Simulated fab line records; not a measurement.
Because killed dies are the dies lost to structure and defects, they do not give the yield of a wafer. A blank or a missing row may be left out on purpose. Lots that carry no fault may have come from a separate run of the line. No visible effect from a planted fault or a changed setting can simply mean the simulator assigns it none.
fab line records	flow sky130
record: lots: 24	wafers: 72	lastDay: 50
route steps=708 shown NWELL@34 VT_ADJUST_NCORE@126 VIA1@470 METAL2@486 PASSIVATION@692
lots with no fault: from the same line, run without faults
startH: start of the lot's first displayed wafer, in hours after the record's first day	waitH: hours elapsed since this lot's preceding step	" identical to the entry in the row above	L1.1+2: several wafers, shown together as one row	- no value, or no start given	* or withheld: withheld	< > ~ a bound
route shown NAME@n: names a module that has steps shown in the file, with the first one's number in the route	usual: mean/standard deviation taken from wafers without a fault	same: alike in all rows	chamber/n: place in a boat	sites: the reading at each site	_std_site: standard deviation across them	_edge_site: inner sites' mean taken away from outer sites' mean	radiusMm: how far each site lies from the wafer's centre	mask NAME#n: copy n	behind: the tool/chamber that last shaped the wafer	hold: the reason the lot was held/the length of the hold in hours/how it ended	device: transistor that didn't switch, given as n, p or np	end of line: tests of these same wafers at the route's end	step lacking rows: just its recipe	killed: count of dies lost to structure and defects at first sort (not the wafer's yield)	map: dies across one wafer; x = killed, . = not, _ = none there
set.NAME: the setting as run; set.NAME@STEP: as run at that earlier step	model.NAME: the simulator's own value behind a step, which no gauge read
the route's steps for a sample of lots (tables are steps, rows are wafers)
services: from which hour (startH, from the record's first day; less than 0 if before it) a tool's chamber was out of use, for how many hours, and why
== steps ==
step: SKY_NWELL_THK_MEAS_02
recipe: reads: SiO2_of_NWELL_OXIDATION_01
usual: NWELL_OXIDATION_THK: 10.09/0.2
lot.wafer	tool	chamber	startH	waitH	NWELL_OXIDATION_THK[nm]
L074.2	filmMetro-04	-	38.08	0.0	10.05
L074.4	"	-	"	"	10.15
L074.6	"	-	"	"	10.13
L075.1	filmMetro-01	-	44.56	0.0	9.83
L075.3	"	-	"	"	9.88
L075.5	"	-	"	"	9.96
L076.1	filmMetro-03	-	51.22	0.0	10.27
L076.5	"	-	"	"	10.28
L076.6	"	-	"	"	10.29
L077.1	filmMetro-03	-	56.65	0.0	9.94
L077.2	"	-	"	"	10.09
L077.6	"	-	"	"	9.97
L078.2	filmMetro-01	-	60.98	0.0	10.26
L078.3	"	-	"	"	10.25
L078.5	"	-	"	"	10.25
L079.3	filmMetro-03	-	66.56	0.0	9.91
L079.4	"	-	"	"	10.21
L079.5	"	-	"	"	10.35
L080.1	filmMetro-03	-	69.62	0.0	9.85
L080.4	"	-	"	"	10.10
L080.5	"	-	"	"	9.80
L081.2	filmMetro-04	-	73.07	0.0	9.83
L081.3	"	-	"	"	9.81
L081.6	"	-	"	"	10.11
L082.3	filmMetro-01	-	79.79	0.0	10.20
L082.5	"	-	"	"	10.15
L082.6	"	-	"	"	9.98
L083.1	filmMetro-03	-	84.08	0.0	10.35
L083.5	"	-	"	"	10.07
L083.6	"	-	"	"	10.04
L084.1	filmMetro-03	-	90.93	0.0	9.78
L084.3	"	-	"	"	9.80
L084.4	"	-	"	"	9.78
L085.1	filmMetro-01	-	97.80	0.0	10.19
L085.3	"	-	"	"	10.45
L085.5	"	-	"	"	10.23
L086.3	filmMetro-01	-	101.27	0.0	10.11
L086.5	"	-	"	"	10.12
L086.6	"	-	"	"	10.10
L087.3	filmMetro-04	-	105.15	0.0	9.88
L087.4	"	-	"	"	9.75
L087.6	"	-	"	"	9.79
L088.3	filmMetro-01	-	108.54	0.0	10.03
L088.4	"	-	"	"	10.18
L088.6	"	-	"	"	10.11
L089.1	filmMetro-01	-	113.94	0.0	10.35
L089.3	"	-	"	"	10.32
L089.5	"	-	"	"	10.27
L090.2	filmMetro-03	-	119.44	0.0	10.19
L090.3	"	-	"	"	10.05
L090.4	"	-	"	"	10.10
L091.1	filmMetro-04	-	127.13	0.0	10.38
L091.5	"	-	"	"	10.25
L091.6	"	-	"	"	10.43
L092.2	filmMetro-04	-	128.54	0.0	10.51
L092.3	"	-	"	"	10.44
L092.5	"	-	"	"	10.50
L093.4	filmMetro-01	-	135.10	0.0	10.17
L093.5	"	-	"	"	10.22
L093.6	"	-	"	"	10.09
L094.1	filmMetro-01	-	141.53	0.0	9.85
L094.5	"	-	"	"	10.09
L094.6	"	-	"	"	9.78
L095.2	filmMetro-01	-	145.86	0.0	10.17
L095.4	"	-	"	"	10.21
L095.5	"	-	"	"	10.06
L096.1	filmMetro-04	-	151.02	0.0	9.94
L096.2	"	-	"	"	10.27
L096.3	"	-	"	"	9.81
L097.1	filmMetro-03	-	156.20	0.0	10.22
L097.4	"	-	"	"	10.25
L097.6	"	-	"	"	10.22
step: SKY_VT_ADJUST_NCORE_CD_MEAS_07
recipe: targetCdNm: 380
usual: cdNm: 379.7/2.3
lot.wafer	tool	chamber	startH	waitH	cdNm
L074.2	cdSem-01	-	186.12	0.1	381.2
L074.4	"	-	"	"	382.1
L074.6	"	-	"	"	384.4
L075.1	cdSem-01	-	196.42	0.2	377.3
L075.3	"	-	"	"	378.7
L075.5	"	-	"	"	378.2
L076.1	cdSem-01	-	205.89	0.1	382.4
L076.5	"	-	"	"	380.6
L076.6	"	-	"	"	381.4
L077.1	cdSem-02	-	211.94	0.1	378.5
L077.2	"	-	"	"	377.8
L077.6	"	-	"	"	378.6
L078.2	cdSem-01	-	215.51	0.1	378.4
L078.3	"	-	"	"	379.2
L078.5	"	-	"	"	378.7
L079.3	cdSem-02	-	225.83	0.1	379.1
L079.4	"	-	"	"	377.7
L079.5	"	-	"	"	379.6
L080.1	cdSem-02	-	229.70	0.1	383.0
L080.4	"	-	"	"	380.9
L080.5	"	-	"	"	383.2
L081.2	cdSem-02	-	235.41	0.1	382.9
L081.3	"	-	"	"	379.1
L081.6	"	-	"	"	379.2
L082.3	cdSem-02	-	243.83	0.1	378.2
L082.5	"	-	"	"	380.5
L082.6	"	-	"	"	379.8
L083.1	cdSem-01	-	250.84	0.1	375.8
L083.5	"	-	"	"	379.0
L083.6	"	-	"	"	374.2
L084.1	cdSem-01	-	257.64	0.1	380.5
L084.3	"	-	"	"	378.1
L084.4	"	-	"	"	379.5
L085.1	cdSem-01	-	267.64	0.1	377.1
L085.3	"	-	"	"	377.6
L085.5	"	-	"	"	377.3
L086.3	cdSem-01	-	273.94	0.1	379.6
L086.5	"	-	"	"	381.3
L086.6	"	-	"	"	380.8
L087.3	cdSem-01	-	279.39	0.1	382.5
L087.4	"	-	"	"	378.1
L087.6	"	-	"	"	380.0
L088.3	cdSem-01	-	280.70	0.1	379.0
L088.4	"	-	"	"	377.8
L088.6	"	-	"	"	378.1
L089.1	cdSem-01	-	289.05	0.1	382.4
L089.3	"	-	"	"	381.2
L089.5	"	-	"	"	381.4
L090.2	cdSem-01	-	297.57	0.1	376.8
L090.3	"	-	"	"	377.5
L090.4	"	-	"	"	376.6
L091.1	cdSem-02	-	307.65	0.1	381.1
L091.5	"	-	"	"	377.8
L091.6	"	-	"	"	380.0
L092.2	cdSem-02	-	308.32	0.1	383.0
L092.3	"	-	"	"	384.4
L092.5	"	-	"	"	383.2
L093.4	cdSem-02	-	317.75	0.1	380.9
L093.5	"	-	"	"	380.9
L093.6	"	-	"	"	382.3
L094.1	cdSem-02	-	325.89	0.1	381.1
L094.5	"	-	"	"	378.9
L094.6	"	-	"	"	382.3
L095.2	cdSem-01	-	333.16	0.1	380.8
L095.4	"	-	"	"	377.7
L095.5	"	-	"	"	377.3
L096.1	cdSem-02	-	338.29	0.1	382.1
L096.2	"	-	"	"	382.1
L096.3	"	-	"	"	381.2
L097.1	cdSem-01	-	345.04	0.1	377.9
L097.4	"	-	"	"	377.1
L097.6	"	-	"	"	377.1
step: SKY_VIA1_CD_MEAS_12
recipe: targetCdNm: 150
usual: cdNm: 150.0/2
lot.wafer	tool	chamber	startH	waitH	cdNm
L074.2	cdSem-02	-	798.26	-	149.7
L074.4	"	-	"	"	150.2
L074.6	"	-	"	"	151.7
L075.1	cdSem-02	-	806.34	-	148.7
L075.3	"	-	"	"	150.7
L075.5	"	-	"	"	149.7
L076.1	cdSem-01	-	823.19	-	152.0
L076.5	"	-	"	"	152.4
L076.6	"	-	"	"	153.1
L077.1	cdSem-02	-	824.89	-	151.0
L077.2	"	-	"	"	151.5
L077.6	"	-	"	"	150.6
L078.2	cdSem-02	-	827.81	-	151.5
L078.3	"	-	"	"	149.1
L078.5	"	-	"	"	151.9
L079.3	cdSem-02	-	842.33	-	153.9
L079.4	"	-	"	"	153.8
L079.5	"	-	"	"	152.9
L080.1	cdSem-01	-	844.39	-	149.0
L080.4	"	-	"	"	149.3
L080.5	"	-	"	"	150.3
L081.2	cdSem-02	-	851.41	-	150.9
L081.3	"	-	"	"	148.8
L081.6	"	-	"	"	150.6
L082.3	cdSem-02	-	862.00	-	149.0
L082.5	"	-	"	"	149.2
L082.6	"	-	"	"	147.8
L083.1	cdSem-02	-	874.29	-	150.1
L083.5	"	-	"	"	149.6
L083.6	"	-	"	"	151.7
L084.1	cdSem-01	-	880.96	-	150.7
L084.3	"	-	"	"	150.2
L084.4	"	-	"	"	149.7
L085.1	cdSem-01	-	891.44	-	152.0
L085.3	"	-	"	"	151.2
L085.5	"	-	"	"	151.8
L086.3	cdSem-02	-	891.83	-	152.2
L086.5	"	-	"	"	150.3
L086.6	"	-	"	"	151.6
L087.3	cdSem-01	-	896.03	-	148.3
L087.4	"	-	"	"	146.4
L087.6	"	-	"	"	148.2
L088.3	cdSem-02	-	899.43	-	146.1
L088.4	"	-	"	"	145.9
L088.6	"	-	"	"	146.6
L089.1	cdSem-01	-	907.06	-	149.1
L089.3	"	-	"	"	149.9
L089.5	"	-	"	"	149.6
L090.2	cdSem-02	-	913.88	-	148.2
L090.3	"	-	"	"	150.8
L090.4	"	-	"	"	149.3
L091.1	cdSem-01	-	924.94	-	149.6
L091.5	"	-	"	"	149.5
L091.6	"	-	"	"	149.3
L092.2	cdSem-02	-	927.71	-	150.4
L092.3	"	-	"	"	150.0
L092.5	"	-	"	"	150.6
L093.4	cdSem-01	-	939.87	-	153.8
L093.5	"	-	"	"	151.2
L093.6	"	-	"	"	152.3
L094.1	cdSem-01	-	944.44	-	147.4
L094.5	"	-	"	"	145.5
L094.6	"	-	"	"	147.2
L095.2	cdSem-01	-	952.68	-	152.5
L095.4	"	-	"	"	152.6
L095.5	"	-	"	"	152.7
L096.1	cdSem-01	-	955.21	-	150.1
L096.2	"	-	"	"	151.6
L096.3	"	-	"	"	149.2
L097.1	cdSem-01	-	961.96	-	149.8
L097.4	"	-	"	"	149.8
L097.6	"	-	"	"	148.6
step: SKY_METAL2_SPUTTER_03
recipe: material: Ti	targetThkNm: 5	powerW: 3000	timeS: 3.3	chamberPressurePa: 0.4
usual: throttleValvePct: 30.2/1
same: timeS: 3.3
lot.wafer	tool	chamber	startH	waitH	throttleValvePct
L074.2	pvdSputter-01	-	799.78	0.0	31.5
L074.4	"	-	"	"	31.8
L074.6	"	-	"	"	31.4
L075.1	pvdSputter-02	-	807.97	0.0	29.9
L075.3	"	-	"	"	30.8
L075.5	"	-	"	"	31.0
L076.1	pvdSputter-01	-	824.85	0.0	31.0
L076.5	"	-	"	"	31.8
L076.6	"	-	"	"	29.1
L077.1	pvdSputter-01	-	826.58	0.0	31.3
L077.2	"	-	"	"	32.0
L077.6	"	-	"	"	29.2
L078.2	pvdSputter-04	-	829.43	0.0	29.8
L078.3	"	-	"	"	29.0
L078.5	"	-	"	"	29.8
L079.3	pvdSputter-02	-	843.83	0.0	28.9
L079.4	"	-	"	"	31.1
L079.5	"	-	"	"	30.8
L080.1	pvdSputter-04	-	845.93	0.0	28.8
L080.4	"	-	"	"	30.2
L080.5	"	-	"	"	30.7
L081.2	pvdSputter-01	-	853.15	0.0	31.9
L081.3	"	-	"	"	31.6
L081.6	"	-	"	"	29.5
L082.3	pvdSputter-02	-	863.54	0.0	29.2
L082.5	"	-	"	"	31.1
L082.6	"	-	"	"	29.8
L083.1	pvdSputter-02	-	875.84	0.0	30.9
L083.5	"	-	"	"	30.8
L083.6	"	-	"	"	30.0
L084.1	pvdSputter-02	-	882.60	0.0	29.8
L084.3	"	-	"	"	29.2
L084.4	"	-	"	"	31.3
L085.1	pvdSputter-01	-	893.02	0.0	31.8
L085.3	"	-	"	"	31.6
L085.5	"	-	"	"	31.8
L086.3	pvdSputter-02	-	893.33	0.0	29.4
L086.5	"	-	"	"	31.2
L086.6	"	-	"	"	29.1
L087.3	pvdSputter-02	-	897.55	0.0	29.5
L087.4	"	-	"	"	30.1
L087.6	"	-	"	"	29.1
L088.3	pvdSputter-04	-	901.02	0.0	30.6
L088.4	"	-	"	"	29.7
L088.6	"	-	"	"	30.6
L089.1	pvdSputter-02	-	908.66	0.0	29.9
L089.3	"	-	"	"	29.9
L089.5	"	-	"	"	29.1
L090.2	pvdSputter-02	-	916.16	0.0	29.6
L090.3	"	-	"	"	29.4
L090.4	"	-	"	"	29.3
L091.1	pvdSputter-02	-	926.49	0.0	30.0
L091.5	"	-	"	"	29.4
L091.6	"	-	"	"	29.3
L092.2	pvdSputter-01	-	929.37	0.0	29.5
L092.3	"	-	"	"	31.8
L092.5	"	-	"	"	31.8
L093.4	pvdSputter-04	-	941.35	0.0	30.0
L093.5	"	-	"	"	30.8
L093.6	"	-	"	"	28.9
L094.1	pvdSputter-01	-	946.02	0.0	31.8
L094.5	"	-	"	"	29.2
L094.6	"	-	"	"	31.8
L095.2	pvdSputter-01	-	954.20	0.0	31.7
L095.4	"	-	"	"	29.3
L095.5	"	-	"	"	29.3
L096.1	pvdSputter-02	-	956.85	0.0	29.8
L096.2	"	-	"	"	28.9
L096.3	"	-	"	"	29.4
L097.1	pvdSputter-02	-	963.79	0.0	31.0
L097.4	"	-	"	"	29.6
L097.6	"	-	"	"	30.1
step: SKY_METAL2_STRIP_20
recipe: chemistry: O2/N2	powerW: 1400	pressureMtorr: 1500	platenTempC: withheld	o2FlowSccm: 3000	n2FlowSccm: 300	overashFraction: 0.5
usual: drypumpMotorCurrentA: 5.7/0.37	n2FlowSccm: 299.9/0.96	o2FlowSccm: 2998/8.6	oesProductAu: 0.340/0.0052	stripTimeToEndpointS: 2.64/0.052
lot.wafer	tool	chamber	startH	waitH	drypumpMotorCurrentA	n2FlowSccm	o2FlowSccm	oesProductAu	rfHoursCounterH	stripTimeToEndpointS
L074.2	plasmaAsher-03	0	827.78	0.1	5.3	301.6	3005	0.338	40	2.59
L074.4	"	0	"	"	5.3	301.0	2995	0.340	-	2.68
L074.6	"	1	"	"	5.7	299.6	2997	0.346	-	2.59
L075.1	plasmaAsher-03	0	834.79	0.1	5.3	300.2	3009	0.334	41	2.62
L075.3	"	1	"	"	5.7	299.5	2991	0.344	-	2.72
L075.5	"	0	"	"	5.3	300.4	3007	0.352	-	2.71
L076.1	plasmaAsher-01	0	851.35	0.1	5.5	299.8	3017	0.342	75	2.55
L076.5	"	0	"	"	5.5	299.1	3009	0.332	-	2.52
L076.6	"	1	"	"	5.4	299.9	2992	0.339	-	2.57
L077.1	plasmaAsher-01	1	853.24	0.1	5.4	300.9	2999	0.336	75	2.68
L077.2	"	0	"	"	5.5	301.6	3004	0.332	75	2.66
L077.6	"	1	"	"	5.4	300.7	3005	0.332	-	2.66
L078.2	plasmaAsher-03	0	855.98	0.1	5.3	300.7	2973	0.333	43	2.62
L078.3	"	0	"	"	5.3	300.8	2987	0.337	-	2.67
L078.5	"	0	"	"	5.3	299.7	2992	0.339	-	2.69
L079.3	plasmaAsher-01	1	869.82	0.1	5.4	298.9	3001	0.338	-	2.60
L079.4	"	0	"	"	5.5	298.3	2994	0.339	-	2.64
L079.5	"	0	"	"	5.5	299.1	2990	0.336	-	2.63
L080.1	plasmaAsher-01	1	872.73	0.1	5.4	301.0	3000	0.332	77	2.65
L080.4	"	1	"	"	5.4	300.3	3000	0.343	-	2.64
L080.5	"	1	"	"	5.5	300.4	2998	0.345	-	2.66
L081.2	plasmaAsher-01	0	880.35	0.1	5.5	299.1	2994	0.349	78	2.71
L081.3	"	0	"	"	5.5	299.8	3012	0.351	-	2.68
L081.6	"	0	"	"	5.5	299.8	3000	0.340	-	2.68
L082.3	plasmaAsher-02	0	890.53	0.1	6.3	299.0	2999	0.343	-	2.67
L082.5	"	1	"	"	6.5	299.7	2982	0.339	-	2.64
L082.6	"	0	"	"	6.3	300.2	2993	0.347	-	2.64
L083.1	plasmaAsher-03	0	902.44	0.1	5.3	298.7	2999	0.333	48	2.69
L083.5	"	1	"	"	5.7	300.2	2990	0.344	-	2.70
L083.6	"	0	"	"	5.3	299.2	3014	0.340	-	2.65
L084.1	plasmaAsher-03	0	908.43	0.1	5.3	297.8	3005	0.345	48	2.66
L084.3	"	0	"	"	5.3	298.8	2999	0.341	-	2.65
L084.4	"	1	"	"	5.7	299.3	2980	0.340	-	2.68
L085.1	plasmaAsher-01	0	918.25	0.1	5.5	300.1	3009	0.343	82	2.71
L085.3	"	1	"	"	5.4	297.7	3007	0.340	-	2.66
L085.5	"	0	"	"	5.5	298.7	3001	0.342	-	2.66
L086.3	plasmaAsher-03	0	918.93	0.1	5.3	299.4	3003	0.338	-	2.63
L086.5	"	1	"	"	5.7	301.8	3007	0.339	-	2.67
L086.6	"	0	"	"	5.3	299.7	2995	0.333	-	2.65
L087.3	plasmaAsher-01	0	923.17	0.1	5.5	299.7	2987	0.339	-	2.51
L087.4	"	1	"	"	5.4	299.4	3003	0.338	-	2.59
L087.6	"	1	"	"	5.4	301.3	3005	0.341	-	2.54
L088.3	plasmaAsher-01	0	925.98	0.1	5.5	298.1	2995	0.337	-	2.71
L088.4	"	1	"	"	5.4	300.0	3007	0.336	-	2.68
L088.6	"	1	"	"	5.4	299.6	3000	0.340	-	2.67
L089.1	plasmaAsher-01	1	933.70	0.1	5.4	300.5	3003	0.339	83	2.58
L089.3	"	0	"	"	5.5	298.7	3008	0.340	-	2.58
L089.5	"	0	"	"	5.6	300.3	2982	0.330	-	2.59
L090.2	plasmaAsher-01	0	941.49	0.1	5.5	299.8	2994	0.334	84	2.67
L090.3	"	1	"	"	5.4	300.6	2996	0.334	-	2.66
L090.4	"	0	"	"	5.5	299.4	2987	0.342	-	2.66
L091.1	plasmaAsher-01	1	951.44	0.1	5.5	300.5	2996	0.338	85	2.59
L091.5	"	1	"	"	5.4	300.5	2979	0.346	-	2.57
L091.6	"	0	"	"	5.5	299.6	3007	0.337	-	2.61
L092.2	plasmaAsher-02	1	954.49	0.1	6.4	299.9	3001	0.347	21	2.70
L092.3	"	0	"	"	6.3	300.5	2986	0.338	-	2.68
L092.5	"	0	"	"	6.3	300.6	2990	0.347	-	2.72
L093.4	plasmaAsher-02	0	965.57	0.1	6.3	299.5	2999	0.346	-	2.70
L093.5	"	0	"	"	6.3	300.5	3001	0.340	-	2.69
L093.6	"	1	"	"	6.5	299.4	2999	0.349	-	2.73
L094.1	plasmaAsher-02	1	970.68	0.1	6.5	300.9	2998	0.339	23	2.53
L094.5	"	1	"	"	6.5	299.9	3000	0.335	-	2.57
L094.6	"	0	"	"	6.3	301.2	3001	0.333	-	2.59
L095.2	plasmaAsher-03	0	978.64	0.1	5.3	299.7	2998	0.347	55	2.60
L095.4	"	0	"	"	5.3	300.7	3001	0.333	-	2.58
L095.5	"	1	"	"	5.7	298.3	2992	0.341	-	2.62
L096.1	plasmaAsher-02	0	981.98	0.1	6.3	299.3	3011	0.337	24	2.56
L096.2	"	1	"	"	6.4	300.8	2991	0.337	24	2.58
L096.3	"	0	"	"	6.3	300.2	2994	0.346	-	2.59
L097.1	plasmaAsher-01	0	988.94	0.1	5.5	300.5	2998	0.341	89	2.67
L097.4	"	1	"	"	5.5	301.7	3002	0.339	-	2.65
L097.6	"	0	"	"	5.5	300.6	3000	0.341	-	2.67
step: SKY_PASSIVATION_ETCH_11
recipe: chemistry: CF4/O2	targetDepthNm: 725	stopOn: AlCu	sourceW: 800	biasW: 150	pressureMtorr: 150	cf4FlowSccm: 80	O2_flow_sccm: 10	timeS: 161.1
usual: drypumpMotorCurrentA: 5.9/0.36	oesProductAu: 0.977/0.0078	throttleValvePct: 5.964/0.0085
same: timeS: 161.1
lot.wafer	tool	chamber	startH	waitH	drypumpMotorCurrentA	oesProductAu	rfHoursCounterH	throttleValvePct
L074.2	rieDiel-02	1	1060.15	-	5.7	0.970	11	5.976
L074.4	"	2	"	"	5.2	0.989	7	5.965
L074.6	"	2	"	"	5.2	0.988	-	5.972
L075.1	rieDiel-04	2	1064.84	-	6.0	0.970	4	5.957
L075.3	"	1	"	"	6.3	0.972	5	5.977
L075.5	"	2	"	"	6.1	0.971	-	5.960
L076.1	rieDiel-02	3	1077.81	-	5.9	0.970	25	5.963
L076.5	"	0	"	"	5.2	0.988	-	5.982
L076.6	"	3	"	"	5.9	0.971	-	5.953
L077.1	rieDiel-03	0	1082.15	-	5.9	0.985	19	5.961
L077.2	"	3	"	"	6.5	0.978	8	5.964
L077.6	"	2	"	"	5.6	0.981	-	5.950
L078.2	rieDiel-02	3	1084.89	-	5.9	0.973	26	5.959
L078.3	"	2	"	"	5.2	0.964	7	5.951
L078.5	"	2	"	"	5.2	0.982	-	5.954
L079.3	rieDiel-02	3	1092.46	-	5.9	0.961	26	5.957
L079.4	"	2	"	"	5.2	0.998	-	5.964
L079.5	"	3	"	"	5.9	0.965	-	5.966
L080.1	rieDiel-03	1	1095.84	-	6.1	0.987	26	5.977
L080.4	"	3	"	"	6.5	0.981	8	5.966
L080.5	"	0	"	"	5.9	0.984	-	5.954
L081.2	rieDiel-02	3	1098.70	-	5.9	0.956	26	5.956
L081.3	"	2	"	"	5.2	0.977	8	5.953
L081.6	"	1	"	"	5.7	0.983	-	5.969
L082.3	rieDiel-04	0	1112.09	-	6.0	0.974	15	5.950
L082.5	"	0	"	"	6.0	0.992	-	5.978
L082.6	"	1	"	"	6.3	0.978	-	5.955
L083.1	rieDiel-04	2	1118.74	-	6.1	0.961	6	5.959
L083.5	"	2	"	"	6.1	0.963	-	5.969
L083.6	"	1	"	"	6.4	0.976	-	5.972
L084.1	rieDiel-02	0	1123.24	-	5.2	0.975	0	5.958
L084.3	"	3	"	"	5.9	0.969	27	5.972
L084.4	"	2	"	"	5.2	0.989	9	5.952
L085.1	rieDiel-04	2	1131.85	-	6.0	0.971	7	5.961
L085.3	"	1	"	"	6.3	0.973	8	5.971
L085.5	"	2	"	"	6.1	0.964	-	5.972
L087.3	rieDiel-04	2	1134.59	-	6.1	0.970	7	5.948
L087.4	"	3	"	"	5.9	0.976	10	5.963
L087.6	"	3	"	"	5.9	0.985	-	5.973
L086.3	rieDiel-02	3	1134.81	-	6.0	0.960	28	5.960
L086.5	"	1	"	"	5.6	0.985	-	5.964
L086.6	"	0	"	"	5.2	0.988	-	5.977
L088.3	rieDiel-04	3	1138.19	-	5.9	0.982	10	5.948
L088.4	"	1	"	"	6.3	0.995	8	5.961
L088.6	"	1	"	"	6.4	0.990	-	5.956
L089.1	rieDiel-03	2	1143.74	-	5.6	0.972	20	5.969
L089.3	"	1	"	"	6.1	0.984	28	5.966
L089.5	"	3	"	"	6.5	0.986	-	5.984
L090.2	rieDiel-04	1	1149.46	-	6.4	0.977	8	5.962
L090.3	"	0	"	"	6.0	0.970	16	5.965
L090.4	"	3	"	"	5.9	0.973	11	5.949
L091.1	rieDiel-04	3	1157.20	-	5.9	0.982	11	5.952
L091.5	"	3	"	"	5.9	0.976	-	5.952
L091.6	"	0	"	"	6.0	0.979	-	5.985
L092.2	rieDiel-03	2	1160.89	-	5.6	0.972	21	5.956
L092.3	"	3	"	"	6.4	0.967	11	5.964
L092.5	"	0	"	"	6.0	0.980	-	5.959
L093.4	rieDiel-04	0	1167.95	-	6.0	0.976	16	5.976
L093.5	"	0	"	"	6.0	0.970	-	5.957
L093.6	"	3	"	"	5.9	0.974	-	5.964
L094.1	rieDiel-03	1	1172.60	-	6.1	0.977	29	5.968
L094.5	"	2	"	"	5.6	0.982	-	5.970
L094.6	"	3	"	"	6.5	0.992	-	5.966
L095.2	rieDiel-03	0	1178.26	-	5.9	0.983	23	5.966
L095.4	"	1	"	"	6.1	0.981	30	5.964
L095.5	"	1	"	"	6.1	0.986	-	5.978
L096.1	rieDiel-04	1	1179.55	-	6.3	0.983	9	5.965
L096.2	"	2	"	"	6.1	0.972	8	5.975
L096.3	"	0	"	"	6.0	0.964	17	5.967
L097.1	rieDiel-02	1	1184.14	-	5.6	0.982	16	5.982
L097.4	"	2	"	"	5.2	0.988	11	5.954
L097.6	"	1	"	"	5.7	0.985	-	5.969
== services ==
tool	chamber	startH	hours	kind
pvdSputter-02	-	819.48	4.2	repair
rieDiel-02	2	830.67	4.1	repair
rieDiel-02	1	845.75	3.2	repair
pvdSputter-01	-	906.76	4.3	repair
rieDiel-04	0	925.82	8.5	repair
rieDiel-02	1	929.42	10.0	repair
pvdSputter-02	-	971.06	2.7	repair
plasmaAsher-01	-	973.34	0.6	repair
rieDiel-02	0	981.71	9.3	repair
pvdSputter-01	-	990.27	3.0	repair
pvdSputter-02	-	994.42	3.8	repair
pvdSputter-02	-	1002.90	4.4	repair
rieDiel-04	1	1007.97	4.5	repair
pvdSputter-02	-	1019.95	2.1	repair
rieDiel-04	2	1037.73	9.1	repair
rieDiel-04	1	1045.96	9.5	repair
pvdSputter-01	-	1054.18	9.4	repair
rieDiel-02	0	1062.78	2.4	repair
rieDiel-02	-	1069.28	2.8	pm
plasmaAsher-01	-	1069.34	1.6	repair
rieDiel-02	2	1074.61	9.4	repair
rieDiel-04	1	1107.77	2.5	repair
rieDiel-04	3	1145.99	1.3	repair
rieDiel-04	1	1181.01	2.6	repair
== key ==
fault none
